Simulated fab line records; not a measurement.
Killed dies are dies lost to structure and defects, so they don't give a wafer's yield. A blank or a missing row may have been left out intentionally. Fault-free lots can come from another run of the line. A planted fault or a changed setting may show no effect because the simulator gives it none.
Struck lot and sound lot, side by side	flow sky130	31 out of 708 route steps
Sound: wafers L650.1, L650.4, L650.5. The struck wafers were L658.2, L658.3, L658.5. The cause comes at the end.
Per side, at each step with rows, come the tool, then ch with its chambers, and then its first start. Under that, the readings that differ: sound wafers	struck wafers	difference of the means	sigmas: that difference in standard deviations of wafers without a fault.
alike: readings whose means differ by less than 2 such deviations, and words and numbers that are the same on both sides. not compared: withheld readings, readings that some wafer has no value for, bounds like >300 that may hide the same value, and numbers for which the record gives no deviation and whose values overlap.
Wherever a step has rows on one side only, a row that says differs or no value, or a row with sigmas, the two part there. Non-overlapping numbers with no deviation appear without sigmas and do not part them. A reading missing from all wafers of one side parts the sides only when that side holds two or more wafers.

SKY_LI_CONTACT_OVL_MEAS_13:
  sound on overlay-01 at day 30 11:48; struck on overlay-02 at day 33 10:40
  alike: LI_CONTACT_OVL
SKY_LI_CONTACT_ETCH_14: etches BARC in N2/H2, stops on SiO2, time 45.9 s, target depth 60 nm.
  sound on rie_diel-02 ch 0,2,3, day 30 11:50; struck on rie_diel-04 ch 0,1,3, day 33 10:42
  alike: drypump_motor_current_A, oes_product_au, throttle_valve_pct
  not compared: rf_hours_counter_h
then, 1 step without rows for these wafers: SKY_LI_CONTACT_ETCH_15 (etches PSG in C4F8/O2/Ar, stops on Si, target depth 600 nm).
SKY_LI_CONTACT_STRIP_16: strips in O2/N2.
  sound on plasma_asher-02 ch 0,1, day 30 11:58; struck on plasma_asher-01 ch 0,1, day 33 10:50
  alike: drypump_motor_current_A, oes_product_au, strip_time_to_endpoint_s
  not compared: rf_hours_counter_h
then, 4 steps without rows for these wafers: SKY_LI_CONTACT_CLEAN_17 (cleans in NMP, time 600 s); SKY_LI_CONTACT_PRE_CLEAN_18 (time 5.6 s); SKY_LI_CONTACT_SPUTTER_19 (material Ti, target thk 20 nm, time 106.37 s); SKY_LI_CONTACT_SPUTTER_20 (material TiN, target thk 20 nm, time 80 s).
SKY_LI_CONTACT_CVD_21: deposits W, target thk 400 nm, time 120.56 s.
  sound on cvd_w-01 ch 0,1, day 30 12:23; struck on cvd_w-02 ch 0, day 33 11:16
  alike: heater_power_outer_w, heater_power_w
SKY_LI_CONTACT_RS_MEAS_22: uses a four-point probe to measure.
  sound on film_metro-02 at day 30 12:31; struck on film_metro-02 at day 33 11:25
  alike: LI_CONTACT_W_RS
SKY_LI_CONTACT_THK_MEAS_23: measures by xrf.
  sound on film_metro-02 at day 30 12:38; struck on film_metro-02 at day 33 11:31
  alike: LI_CONTACT_W_THK
SKY_LI_CONTACT_CMP_24: polishes, stops on PSG, t overpolish 20 s, target thk 0 nm.
  sound on cmp-01 ch 2,3, day 30 12:42; struck on cmp-01 ch 0,1,2, day 33 11:37
  alike: motor_current_A, overpolish_run_s, slurry_filter_dp_kPa, time_to_endpoint_s
SKY_LOCAL_INTERCONNECT_SPUTTER_00: material TiN, target thk 100 nm, time 83.3 s.
  sound on pvd_sputter-01 at day 30 13:00; struck on pvd_sputter-01 at day 33 11:52
reading	sound	struck	difference	sigmas
model.TiN_of_LOCAL_INTERCONNECT_SPUTTER_00.thk_nm (nm)	98.43 99.17 98.79	79.78 79.4 80.41	-18.93	
  alike: throttle_valve_pct
SKY_LOCAL_INTERCONNECT_RS_MEAS_01: uses a four-point probe to measure.
  sound on film_metro-04 at day 30 13:04; struck on film_metro-01 at day 33 11:57
reading	sound	struck	difference	sigmas
LOCAL_INTERCONNECT_TIN_RS (ohm/sq)	14.38 14.25 14.25	17.93 18.02 17.77	+3.61	+26
SKY_LOCAL_INTERCONNECT_THK_MEAS_02: measures by xrf.
  sound on film_metro-04 at day 30 13:11; struck on film_metro-01 at day 33 12:04
reading	sound	struck	difference	sigmas
LOCAL_INTERCONNECT_TIN_THK (nm)	96.2 96.9 96.4	78.3 78.2 79.2	-17.9	-20
then, 8 steps without rows for these wafers: SKY_LOCAL_INTERCONNECT_DEHYDRATE_03 (time 60 s); SKY_LOCAL_INTERCONNECT_HMDS_04 (prime time 60 s); SKY_LOCAL_INTERCONNECT_COAT_05 (resist thk 60 nm); SKY_LOCAL_INTERCONNECT_COAT_06 (resist thk 450 nm); SKY_LOCAL_INTERCONNECT_SOFTBAKE_07 (time 90 s); SKY_LOCAL_INTERCONNECT_EXPOSE_08 (exposes mask LI1M, target cd 170 nm); SKY_LOCAL_INTERCONNECT_PEB_09; SKY_LOCAL_INTERCONNECT_DEVELOP_10 (develop time 60 s).
SKY_LOCAL_INTERCONNECT_CD_MEAS_11 targets a cd of 170 nm.
  sound on cd_sem-02 at day 31 16:45; struck on cd_sem-01 at day 34 13:55
  alike: cd_nm
SKY_LOCAL_INTERCONNECT_OVL_MEAS_12:
  sound on overlay-01 at day 31 16:53; struck on overlay-02 at day 34 14:01
  alike: LOCAL_INTERCONNECT_OVL
then, 1 step without rows for these wafers: SKY_LOCAL_INTERCONNECT_ETCH_13 (etches BARC in N2/H2, stops on SiO2, time 45.9 s, target depth 60 nm).
SKY_LOCAL_INTERCONNECT_METAL_ETCH_14: etches TiN in Cl2/BCl3, stops on PSG, target depth 110 nm, time 31.4 s.
  sound on rie_metal-02 ch 0,1, day 31 16:59; struck on rie_metal-03 ch 0,1, day 34 14:07
reading	sound	struck	difference	sigmas
oes_product_au (a.u.)	0.931 0.943 0.935	0.820 0.830 0.833	-0.109	-16
throttle_valve_pct (%)	21.906 21.906 21.899	21.979 21.969 21.960	+0.066	+7
  alike: drypump_motor_current_A
  not compared: rf_hours_counter_h
SKY_LOCAL_INTERCONNECT_STRIP_15: strips in O2/N2.
  sound on plasma_asher-03 ch 1, day 31 17:02; struck on plasma_asher-03 ch 0,1, day 34 14:10
  alike: drypump_motor_current_A, oes_product_au, strip_time_to_endpoint_s
  not compared: rf_hours_counter_h
SKY_LOCAL_INTERCONNECT_STRIP_16: strips in post etch residue remover, time 1200 s.
  sound on wet_bench-01 ch 0, day 31 17:08; struck on wet_bench-01 ch 1, day 34 14:16
reading	sound	struck	difference	sigmas
model.TiN_of_LOCAL_INTERCONNECT_SPUTTER_00.thk_nm (nm)	98.01 98.75 98.38	79.36 78.97 79.99	-18.94	
  alike: temp_c
then, 1 step without rows for these wafers: SKY_LOCAL_INTERCONNECT_CLEAN_17 (cleans in IPA, time 180 s).
-- record jumps: 14 days separate the struck wafers' starts on either side; left off in module LOCAL_INTERCONNECT, taken up again in module PAD_OPEN, whose first shown step is the route's number 708 --
SKY_PAD_OPEN_PROBE_99:
  sound on prober-01 at day 46 18:23; struck on prober-01 at day 48 22:07
reading	sound	struck	difference	sigmas
model.etest.res_li.line_ohm_um	76.25 76.3 74.18	92.76 94.89 92.94	+17.95	
model.etest.res_li.rs_ohm_sq	12.93 12.81 12.78	15.85 15.94 15.76	+3.01	
model.etest.mcon_chain.rc_ohm	16.41 17.19 16.7	18.43 18.38 18.5	+1.67	
  alike: killed_at_M0_to_M3, killed_at_M4_up, killed_at_contacts, killed_at_front_end, killed_at_other, killed_dies, killed_open, killed_short

WHERE THEY PART
Earliest at SKY_LOCAL_INTERCONNECT_RS_MEAS_01; latest, in this record, at SKY_LOCAL_INTERCONNECT_METAL_ETCH_14. Later steps at which nothing parts them and some readings are alike: SKY_LOCAL_INTERCONNECT_STRIP_15, SKY_LOCAL_INTERCONNECT_STRIP_16, SKY_PAD_OPEN_PROBE_99.

WHY: whatever the simulator had introduced
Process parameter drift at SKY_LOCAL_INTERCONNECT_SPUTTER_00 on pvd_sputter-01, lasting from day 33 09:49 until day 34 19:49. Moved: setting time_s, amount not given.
